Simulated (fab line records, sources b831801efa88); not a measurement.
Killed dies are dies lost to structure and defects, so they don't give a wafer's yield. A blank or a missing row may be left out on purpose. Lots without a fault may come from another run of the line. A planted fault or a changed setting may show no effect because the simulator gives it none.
One fault seen from 2 desks | flow sky130 | each desk has only its own numbers; what lay behind them comes last

THE METROLOGY DESK
What the gauges read, lot by lot, whatever tool the lot ran on: means of the sampled wafers that have a number. A lot is out of limits, marked OUT, if its mean lies more than 4 standard deviations from the usual mean; the brackets give that distance.
Columns: A = GATE_OXIDE_OXIDATION_00_THK at SKY_GATE_OXIDE_THK_MEAS_02, usual 10.21 nm
lot  | first seen here | A
L832 | day 12 20:20    | 10.37
L834 | day 13 12:40    | 10.24
L835 | day 14 02:26    | 10.55
L837 | day 14 09:32    | 10.38
L836 | day 14 15:35    | 10.44
L840 | day 15 16:35    | 9.89
L841 | day 16 05:58    | 9.79
L848 | day 18 10:37    | 9.93
L849 | day 18 14:29    | 10.42
L850 | day 19 02:13    | 10.26
L854 | day 20 07:05    | 10.08
L855 | day 20 10:01    | 10.30
This desk's finding: nothing out of limits on any of the 12 lots.

THE TOOL OWNER'S DESK: implanter-01
The tool's own readings at SKY_LDD_LDN_IMPLANT_10: means of the sampled wafers that have a number, for each lot that ran on this tool. A lot is out of limits, marked OUT, if its mean lies more than 4 standard deviations from the usual mean; the brackets give that distance.
Columns: A = beam_on_s at SKY_LDD_LDN_IMPLANT_10, usual 9.98 s; B = dose_ions_cm2 at SKY_LDD_LDN_IMPLANT_10, usual 1.2502e+13; C = faraday_current_uA at SKY_LDD_LDN_IMPLANT_10, usual 70.6
lot  | first seen here | A     | B                            | C
L834 | day 23 21:14    | 10.03 | 1.2502e+13                   | 70.4
L836 | day 25 01:35    | 9.78  | 1.2479e+13                   | 71.8
L841 | day 26 20:34    | 10.15 | 1.2494e+13                   | 69.2
L848 | day 28 22:20    | 10.27 | 8.3790e+12 (-99 or more) OUT | 46.0 (-18) OUT
L849 | day 29 02:55    | 9.99  | 8.3787e+12 (-99 or more) OUT | 47.3 (-17) OUT
L850 | day 29 12:58    | 10.01 | 8.3667e+12 (-99 or more) OUT | 47.3 (-17) OUT
This desk's finding: out of limits on L848, L849, L850; first on L848, day 28 22:20 (dose_ions_cm2 at SKY_LDD_LDN_IMPLANT_10). In limits: L834, L836, L841.

PUT TOGETHER
The tool owner's desk could have raised an alarm at day 28 22:20, on L848, L849, L850.
The metrology desk saw nothing out of limits.
The metrology desk has L848, L849, L850 on record, within its limits.
Of the lots named, all ran SKY_LDD_LDN_IMPLANT_10 on implanter-01.

WHAT THE SIMULATOR HAD PUT IN
Process parameter drift: implanter-01, from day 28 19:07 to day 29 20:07, at SKY_LDD_LDN_IMPLANT_10. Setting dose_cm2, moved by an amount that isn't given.
Lots struck among those shown: L848, L849, L850.
Hours from the fault's start to each desk's first reading out of limits: the tool owner's desk, 3.
